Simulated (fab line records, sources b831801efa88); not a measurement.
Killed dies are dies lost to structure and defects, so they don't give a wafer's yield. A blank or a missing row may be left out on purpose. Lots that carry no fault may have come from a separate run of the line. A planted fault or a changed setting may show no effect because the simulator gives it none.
What tool caused it?	flow sky130	Sampling: 15 lots, 45 wafers, 2 of 708 route steps

== WHAT EACH GAUGE READ, for each wafer ==
SKY_VT_ADJUST_NCORE_CD_MEAS_07: the cd target is 380 nm.
lot	measured	on	cd nm (nm)
L131	day 8 10:24	cd sem-01	382.9 383.8 381.8
L132	day 8 17:53	cd sem-02	381.3 384.3 380.1
L135	day 9 12:25	cd sem-02	377.9 378.9 378.8
L136	day 9 22:19	cd sem-01	383.2 382.1 380.3
L137	day 10 10:35	cd sem-02	380.6 379.9 377.7
L143	day 12 05:35	cd sem-01	381.7 383.9 381.4
L144	day 12 09:39	cd sem-01	381.7 380.3 382.2
L146	day 13 02:33	cd sem-01	375.3 378.6 376.2
L147	day 13 05:19	cd sem-02	386.1 385.5 385.1
L148	day 13 12:30	cd sem-01	378.4 379.3 378.8
L149	day 13 21:52	cd sem-02	377.6 378.2 378.6
L150	day 14 02:07	cd sem-02	386.7 384.5 387.6
L151	day 14 13:34	cd sem-01	382.6 381.1 385.4
L153	day 15 09:01	cd sem-02	378.7 378.6 381.9
L154	day 15 16:19	cd sem-02	380.9 381.1 382.0

SKY_RES_PROTECT_TW_MEAS_08.
lot	measured	on	POLY_GATE_TW
L131	day 15 08:53	film metro-01	4053 4029 4058
L132	day 15 17:56	film metro-01	4053 4068 4071
L135	day 17 00:08	film metro-01	4013 4021 4000
L136	day 17 05:31	film metro-03	4054 4051 4067
L137	day 17 21:49	film metro-03	4061 4046 4089
L143	day 19 12:59	film metro-03	4073 4056 4050
L144	day 20 02:37	film metro-01	4006 4025 4027
L146	day 20 13:19	film metro-03	4076 4063 4064
L147	day 20 14:26	film metro-03	4021 4068 4058
L148	day 21 00:16	film metro-01	4025 4033 4032
L149	day 21 12:17	film metro-02	4056 4027 4043
L150	day 21 17:35	film metro-03	4097 4072 4087
L151	day 22 04:41	film metro-03	4072 4053 4080
L153	day 23 16:32	film metro-01	4036 4049 4020
L154	day 23 18:05	film metro-01	4037 4027 4058

== EACH LOT AND THE TOOL THAT RAN IT (in order: tool; ch and the chambers of the sampled wafers; start) ==
The record holds no process step before these readings.

== AS READ BY THE TOOLS THEMSELVES (means over the sampled wafers that have a number; for cases with no such wafer, the mark the record gives instead) ==
The record holds no such reading with a usual standard deviation.

== THE ANSWER, worked out from the rows above alone ==
Rule: the usual values come from the lots themselves. The widest of any qualifying gaps counts: lots, ordered by their means at a reading, are off when they make up no more than a third of the lots, leave a main group of 4 or more, and stand apart from it by 3 or more times the standard deviation of that group's means. If all means in a main group match to the digits the tables above print for the reading, that group is not used. A lot without any number at a reading at which 4 lots or more have one is off too. All remaining lots with rows at the step are treated as sound. The gauges are gone through in route order, then the tools' own readings, and for those a lot's mean is taken as printed above. The first step at which some lot is off is used, and at that step the reading that is off furthest; a lot without a number counts as furthest.
No lot is off on any of the readings shown, so nothing can be concluded from this.

== WHAT THE SIMULATOR HAD PUT IN ==
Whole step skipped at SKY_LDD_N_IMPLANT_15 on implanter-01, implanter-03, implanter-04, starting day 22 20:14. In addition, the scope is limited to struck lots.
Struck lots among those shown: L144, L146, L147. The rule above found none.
